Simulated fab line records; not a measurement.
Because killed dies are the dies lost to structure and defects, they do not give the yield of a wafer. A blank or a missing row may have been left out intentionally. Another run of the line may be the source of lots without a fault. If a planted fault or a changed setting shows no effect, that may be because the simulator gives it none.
fab line records	flow sfqLine
record lots=7	wafers=20	lastDay=94
route steps=325 shown M2@102 I2@103
lots untouched by any fault: they come from a run of this same line in which no faults occurred
startH: the number of hours between the record's first day and the start of the first shown wafer of the lot	waitH: time in hours since the lot's previous step	" as in the row above	L1.1+2: a single row standing in for several wafers	- no value, or no start given	* or withheld: withheld	< > ~ a bound
route shown NAME@n: names a module that has steps shown in the file, with the first one's number in the route	usual: mean/standard deviation of fault-free wafers	same: alike in all rows	chamber/n: place in a boat	sites: each site's reading	_std_site: how widely they spread, as a standard deviation	_edge_site: mean of outer sites minus mean of inner sites	radiusMm: for every site, how far away it sits from the centre of the wafer	mask NAME#n: copy n	behind: tool/chamber where the wafer was last shaped	hold: why the lot went on hold/how many hours it stayed there/how the hold came to an end	device: the n, p or np transistor that did not switch	end of line: the route-end tests of the same wafers	step lacking rows: just its recipe	killed: the dies lost at the first sort to structure and to defects; this is not the yield of the wafer	map: the dies of a wafer, with x for killed, . for not killed, _ for no die there
set.NAME: the run value of the setting; set.NAME@STEP: its run value at that earlier step	model.NAME: the simulator's own value behind a step, which no gauge read
lots seen at some steps along the route; tables by step, rows by wafer
services: when a tool's chamber went out of use (startH, in hours from the record's first day, below 0 if earlier), for how many hours, and the reason
## steps
# step SFQ_TRILAYER_M2_STRIP_SOLV_CLEAN_062
# recipe chemistry=NMP	tempC=70	timeS=600
# step SFQ_TRILAYER_I2_DEP_PECVD_063
# recipe material=SiO2	tempC=150	timeS=111.11	pressureTorr=2.4	rfW=183.3	precursor=SiH4/N2O	targetThkNm=500
# usual heaterPowerW=85/15	throttleValvePct=25.2/1.5
lot.wafer	tool	chamber	startH	waitH	heaterPowerW	throttleValvePct
L243.3	pecvd-03	2	524.73	0.0	73	25.0
L243.4	"	1	"	"	94	25.0
L243.5	"	2	"	"	77	25.0
L245.2	pecvd-04	0	568.49	0.0	69	28.1
L245.5	"	0	"	"	70	27.9
L245.6	"	1	"	"	73	25.3
L256.3	pecvd-01	1	689.37	0.0	73	24.3
L256.4	"	2	"	"	78	24.1
L256.6	"	1	"	"	73	24.3
L258.3	pecvd-04	0	702.57	0.0	72	28.1
L258.4	"	0	"	"	75	28.1
L258.5	"	2	"	"	115	23.5
L260.3	pecvd-01	1	708.41	0.0	72	24.2
L260.5	"	1	"	"	74	24.3
L264.4	pecvd-01	1	727.90	0.0	75	24.3
L264.5	"	0	"	"	83	22.9
L264.6	"	2	"	"	62	23.9
L265.3	pecvd-04	2	743.46	0.0	100	23.9
L265.5	"	1	"	"	72	25.7
L265.6	"	2	"	"	107	23.9
# step SFQ_TRILAYER_I2_CMP_CMP_064
# recipe material=SiO2	downForcePsi=3	platenRpm=60	padVelocityMS=0.94248
# usual motorCurrentA=10.1/0.77	slurryFlowMlMin=150.1/0.45	timeToEndpointS=212/11
lot.wafer	tool	chamber	startH	waitH	motorCurrentA	slurryFlowMlMin	timeToEndpointS
L243.4	cmp-01	2	534.44	9.6	10.2	149.9	219
L243.3	"	3	"	"	9.1	150.0	212
L243.5	"	3	536.94	12.1	9.2	150.2	214
L245.2	cmp-02	0	579.44	10.9	10.9	150.6	201
L245.5	"	0	581.44	12.9	10.8	150.0	203
L245.6	"	1	"	"	9.5	149.4	208
L256.4	cmp-02	0	705.79	16.3	11.1	149.5	199
L256.3	"	1	"	"	9.6	150.7	199
L256.6	"	1	708.29	18.8	9.5	150.5	217
L258.3	cmp-01	1	715.47	12.9	9.6	150.3	214
L258.4	"	3	716.47	13.8	9.5	150.1	223
L258.5	"	1	717.47	14.8	10.5	150.8	225
L260.3	cmp-02	2	720.79	12.3	9.3	149.9	206
L260.5	"	3	723.29	14.8	11.0	149.8	202
L264.4	cmp-01	2	733.97	6.0	10.9	149.8	220
L264.5	"	1	735.47	7.5	9.3	149.4	212
L264.6	"	2	"	"	10.7	149.4	208
L265.3	cmp-02	3	749.29	5.8	10.9	149.5	214
L265.5	"	0	"	"	10.7	149.7	206
L265.6	"	1	"	"	9.3	149.4	217
# step SFQ_I2_BOW_MEAS_917
# recipe mode=bow
# usual I2_BOW=3/9.5
lot.wafer	tool	chamber	startH	waitH	I2_BOW[um]
L243.3	filmMetro-01	-	537.48	2.0	-9
L243.4	"	-	"	"	9
L243.5	"	-	"	"	12
L245.2	filmMetro-01	-	582.46	2.5	1
L245.5	"	-	"	"	-4
L245.6	"	-	"	"	-16
L256.3	filmMetro-01	-	708.83	2.0	24
L256.4	"	-	"	"	17
L256.6	"	-	"	"	19
L258.3	filmMetro-04	-	718.51	2.5	-6
L258.4	"	-	"	"	11
L258.5	"	-	"	"	-7
L260.3	filmMetro-03	-	723.83	2.5	9
L260.5	"	-	"	"	-3
L264.4	filmMetro-03	-	736.53	2.1	4
L264.5	"	-	"	"	-3
L264.6	"	-	"	"	-10
L265.3	filmMetro-04	-	750.83	1.0	3
L265.5	"	-	"	"	0
L265.6	"	-	"	"	-3
# step SFQ_TRILAYER_I2_METRO_MEASURE_065
# usual thkNm=199.5/1.5
lot.wafer	tool	chamber	startH	waitH	thkNm
L243.3	filmMetro-01	-	537.96	0.5	199.2
L243.4	"	-	"	"	199.0
L243.5	"	-	"	"	199.7
L245.2	filmMetro-01	-	582.76	0.3	196.6
L245.5	"	-	"	"	198.0
L245.6	"	-	"	"	198.5
L256.3	filmMetro-01	-	709.31	0.5	198.4
L256.4	"	-	"	"	198.5
L256.6	"	-	"	"	199.2
L258.3	filmMetro-04	-	718.99	0.5	199.3
L258.4	"	-	"	"	199.9
L258.5	"	-	"	"	199.6
L260.3	filmMetro-03	-	724.31	0.5	199.4
L260.5	"	-	"	"	199.4
L264.4	filmMetro-03	-	737.19	0.6	199.6
L264.5	"	-	"	"	201.6
L264.6	"	-	"	"	202.1
L265.3	filmMetro-04	-	751.31	0.5	198.8
L265.5	"	-	"	"	197.4
L265.6	"	-	"	"	198.4
# step SFQ_TRILAYER_I2_VIA_LITHO_COAT_072
# recipe resist=BARC	spinRpm=3000	resistThkNm=62
# step SFQ_TRILAYER_I2_VIA_LITHO_COAT_067
# recipe resist=KrF	spinRpm=3000	resistThkNm=650
# step SFQ_TRILAYER_I2_VIA_LITHO_SOFTBAKE_071
# recipe tempC=withheld	timeS=withheld	resist=KrF
# step SFQ_TRILAYER_I2_VIA_LITHO_EXPOSE_068
# recipe maskId=I2	na=0.6	sourceShape=conventional	sigmaOuter=0.65	targetCdNm=500	doseMj=21.3
# step SFQ_TRILAYER_I2_VIA_LITHO_PEB_070
# recipe pebTempC=115	pebTimeS=60	resist=KrF
# step SFQ_TRILAYER_I2_VIA_LITHO_DEVELOP_069
# recipe timeS=60	resist=KrF
# step SFQ_I2_OVL_MEAS_918
# usual I2_OVL=1/5.5
lot.wafer	tool	chamber	startH	waitH	I2_OVL[nm]
L243.3	overlay-01	-	699.19	0.1	-2
L243.4	"	-	"	"	-1
L243.5	"	-	"	"	-1
L245.2	overlay-02	-	725.67	0.1	6
L245.5	"	-	"	"	4
L245.6	"	-	"	"	3
L256.3	overlay-01	-	859.12	0.1	-5
L256.4	"	-	"	"	-10
L256.6	"	-	"	"	-7
L258.3	overlay-01	-	868.86	0.1	5
L258.4	"	-	"	"	2
L258.5	"	-	"	"	5
L260.3	overlay-01	-	871.26	0.1	9
L260.5	"	-	"	"	13
L264.4	overlay-01	-	888.82	0.1	-1
L264.5	"	-	"	"	-5
L264.6	"	-	"	"	5
L265.3	overlay-02	-	900.91	0.1	2
L265.5	"	-	"	"	2
L265.6	"	-	"	"	-2
# step SFQ_TRILAYER_I2_VIA_BARC_OPEN_VIA_ETCH_096
# recipe maskMaterial=PR	chemistry=O2	targetDepthNm=125	target=BARC	sourceW=500	biasW=80	pressureMtorr=30	timeS=41.7
# usual biasW=79.99/0.27	drypumpMotorCurrentA=5.6/0.39	oesProductAu=0.686/0.0047	runLengthS=70.1/0.55
lot.wafer	tool	chamber	startH	waitH	biasW	drypumpMotorCurrentA	oesProductAu	rfHoursCounterH	runLengthS
L243.3	rieDiel-03	1	699.21	0.0	80.20	5.8	0.688	2	69.5
L243.4	"	2	"	"	80.03	5.7	0.687	6	69.9
L243.5	"	2	"	"	80.12	5.7	0.681	-	69.9
L245.2	rieDiel-02	3	725.70	0.0	80.76	5.8	0.682	60	70.5
L245.5	"	3	"	"	80.79	5.9	0.686	-	69.9
L245.6	"	1	"	"	79.76	6.1	0.683	-	69.7
L256.3	rieDiel-03	2	859.15	0.0	79.87	5.7	0.666	7	71.5
L256.4	"	3	"	"	80.05	5.0	0.683	0	70.1
L256.6	"	2	"	"	79.70	5.7	0.687	-	69.8
L258.3	rieDiel-03	0	868.89	0.0	80.09	6.2	0.670	3	72.9
L258.4	"	2	"	"	80.21	5.7	0.685	7	69.3
L258.5	"	0	"	"	80.22	6.2	0.696	-	71.2
L260.3	rieDiel-03	0	871.29	0.0	80.25	6.2	0.670	3	73.0
L260.5	"	2	"	"	80.02	5.7	0.689	-	69.6
L264.4	rieDiel-02	0	888.84	0.0	80.09	5.6	0.698	9	70.3
L264.5	"	2	"	"	80.06	5.9	0.694	-	70.3
L264.6	"	3	"	"	79.87	5.9	0.695	-	69.8
L265.3	rieDiel-01	2	900.94	0.0	80.15	4.8	0.690	8	70.4
L265.5	"	1	"	"	79.59	5.2	0.684	-	69.9
L265.6	"	2	"	"	80.09	4.9	0.686	-	70.7
# step SFQ_TRILAYER_I2_VIA_ETCH_VIA_ETCH_070
# recipe target=SiO2	stopOn=Nb	maskMaterial=PR	taperDeg=20	chemistry=CHF3	targetDepthNm=260	sourceW=500	biasW=80	pressureMtorr=30	timeS=withheld
# usual biasW=80.00/0.21	drypumpMotorCurrentA=5.6/0.39	oesProductAu=0.853/0.0065
lot.wafer	tool	chamber	startH	waitH	biasW	drypumpMotorCurrentA	oesProductAu
L243.3	rieDiel-03	1	699.25	0.0	79.82	5.8	0.851
L243.4	"	2	"	"	79.72	5.7	0.856
L243.5	"	2	"	"	80.10	5.7	0.855
L245.2	rieDiel-02	3	725.74	0.0	79.64	5.9	0.832
L245.5	"	3	"	"	79.75	5.9	0.848
L245.6	"	1	"	"	80.23	6.1	0.855
L256.3	rieDiel-03	2	859.19	0.0	80.12	5.7	0.845
L256.4	"	3	"	"	79.94	5.0	0.846
L256.6	"	2	"	"	80.36	5.7	0.859
L258.3	rieDiel-03	0	868.93	0.0	80.08	6.2	0.856
L258.4	"	2	"	"	79.85	5.7	0.857
L258.5	"	0	"	"	80.20	6.2	0.852
L260.3	rieDiel-03	0	871.33	0.0	80.01	6.2	0.859
L260.5	"	2	"	"	79.59	5.7	0.848
L264.4	rieDiel-02	0	888.88	0.0	80.42	5.5	0.856
L264.5	"	2	"	"	79.83	5.9	0.862
L264.6	"	3	"	"	80.06	5.9	0.859
L265.3	rieDiel-01	2	900.98	0.0	79.65	4.8	0.861
L265.5	"	1	"	"	80.76	5.2	0.844
L265.6	"	2	"	"	79.75	4.8	0.855
## services
tool	chamber	startH	hours	kind
cmp-02	-	522.94	4.5	pm
cmp-02	-	533.43	7.7	pm
rieDiel-03	0	535.21	10.1	repair
rieDiel-02	-	544.29	0.8	repair
cmp-02	-	570.50	4.9	repair
rieDiel-02	0	573.83	7.0	repair
cmp-02	-	575.44	4.0	pm
cmp-02	-	607.71	11.1	pm
rieDiel-03	2	615.09	3.3	repair
rieDiel-02	-	617.33	0.1	repair
cmp-02	-	620.09	1.0	repair
rieDiel-03	0	653.25	3.7	repair
rieDiel-02	2	660.50	13.6	repair
rieDiel-02	1	663.90	1.3	repair
rieDiel-02	1	665.58	5.2	repair
rieDiel-03	1	678.73	18.5	repair
rieDiel-02	3	687.68	9.3	repair
rieDiel-02	-	688.83	15.7	repair
rieDiel-02	0	707.67	8.2	repair
rieDiel-02	2	713.28	32.9	repair
rieDiel-03	2	720.46	7.9	repair
rieDiel-03	0	776.78	4.8	repair
rieDiel-02	1	787.82	23.8	repair
rieDiel-02	0	801.62	6.4	repair
## key
firstSign step=SFQ_TRILAYER_I2_VIA_BARC_OPEN_VIA_ETCH_096	reading=runLengthS	direction=up	sigmas=4.2	usual=*	struck=*
effect step=SFQ_TRILAYER_I2_VIA_BARC_OPEN_VIA_ETCH_096	reading=oesProductAu	direction=down	sigmas=3.6	usual=0.686	struck=0.669
metAt SFQ_TRILAYER_I2_VIA_BARC_OPEN_VIA_ETCH_096
struckWafers L256.3,L258.3,L260.3
onsetBetween 699.21 859.15
fault kind=processParameterDrift	tool=rieDiel-03	chamber=-	onsetH=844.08	steps=SFQ_TRILAYER_I2_VIA_BARC_OPEN_VIA_ETCH_096	channel=timeS	offset=*	shape=step	endH=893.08	scope=struckWafersOnly	actsIn=*	stated=*
